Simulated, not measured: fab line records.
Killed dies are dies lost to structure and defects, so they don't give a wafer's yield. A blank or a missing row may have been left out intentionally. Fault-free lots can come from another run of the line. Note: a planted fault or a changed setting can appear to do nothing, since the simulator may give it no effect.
Code-filled problem report in 8D (eight disciplines) form    flow gf180mcu    the parts of the form that need people (team, actions taken, sign-off) are left out

## 1. WHAT WENT WRONG
Wafers free of any fault read 0.331 ohm/sq (standard deviation 0.0048) for V1_W_RS at GF_V1_RS_MEAS_24, against a mean of 0.358 ohm/sq on 2 wafers of 2 lots. Measured from the usual mean, that is +5.7 standard deviations.
The step: measures by four-point-probe.
Earliest sighting: wafer L980.2 on film-metro-01 at day 24 08:13. At this step, 31 wafers from 11 lots have a number in the record. The rule behind "out" and "out of limits": a value lying over 4 standard deviations away from the usual mean. The other wafers with a number count as sound.

## 2. WHAT IT IS AND WHAT IT IS NOT
question                     is                 is not
which readings at this step  V1_W_RS            -
which lots                   L980, L986         L966, L968, L969, L970, L974, L975, L976, L977, L981
which wafers of those lots   L980.2, L986.1     L980.5, L986.5
read on which gauges         film-metro-01      film-metro-02, film-metro-03
when                         from day 24 08:13  up to then (25 sound wafers); but 4 sound wafers of L981, L986 came after

## 3. THE SUSPECTS, EACH WITH WHAT RULES IT OUT
Counting: any tool at a process step up to the reading remains a suspect provided it ran every lot that is out. Sound lots after the first of them don't rule it out here, since some wafers of a struck lot are sound.
- the gauge at GF_V1_RS_MEAS_24: kept. All the wafers that are out were read on film-metro-01, and no step on other tools shows them out.
- cvd-w-01 at GF_V1_CVD_23 (deposits W, target thk 350 nm, time 105.05 s): kept. Ran every lot that is out, first one L980 (day 24 08:05); last sound lot up to then L977 (day 23 09:49).
After counting, cvd-w-01 at GF_V1_CVD_23 and film-metro-01 at GF_V1_RS_MEAS_24 remain.

## 4. THE CAUSE (what the simulator had put in)
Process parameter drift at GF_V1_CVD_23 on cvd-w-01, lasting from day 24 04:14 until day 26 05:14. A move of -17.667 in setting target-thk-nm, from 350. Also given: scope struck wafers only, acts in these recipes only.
This tool is one of the 2 suspects left after counting.

## 5. SEQUENCE OF EFFECTS, ordered by route
One row per reading whose mean, taken over the struck wafers that have a number, lies over 3 standard deviations from the usual. Readings are gone through only where the record gives a usual standard deviation; hours: the median, over the lots, of the time from a lot's start at the first step in this table giving one to that lot's start at this step; sigmas: the change measured in usual standard deviations.
hours  step               reading   usual         on struck wafers  change  sigmas
0      GF_V1_RS_MEAS_24   V1_W_RS   0.331 ohm/sq  0.358             +0.027  +5.7
0      GF_V1_THK_MEAS_25  V1_W_THK  347 nm        320               -26     -5.9
Later steps that measure or inspect, where all struck wafers having a row at the step show a number for every such reading and not one has moved that far: GF_V2_OVL_MEAS_15.

## 6. HOW IT WOULD HAVE BEEN CAUGHT EARLIER
4 hours passed between the start of the fault at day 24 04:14 and the first reading out of limits at a measuring or inspecting step in this record, taken at day 24 08:13.
Of the tool readings at GF_V1_CVD_23 for which the record gives a usual standard deviation, none was out on any struck wafer, so an alarm limit of 4 standard deviations on them would not have fired.
Among the 2 lots that are out, L986 began GF_V1_CVD_23 on cvd-w-01 after day 24 08:13. A hold on the tool at that time would have spared it.
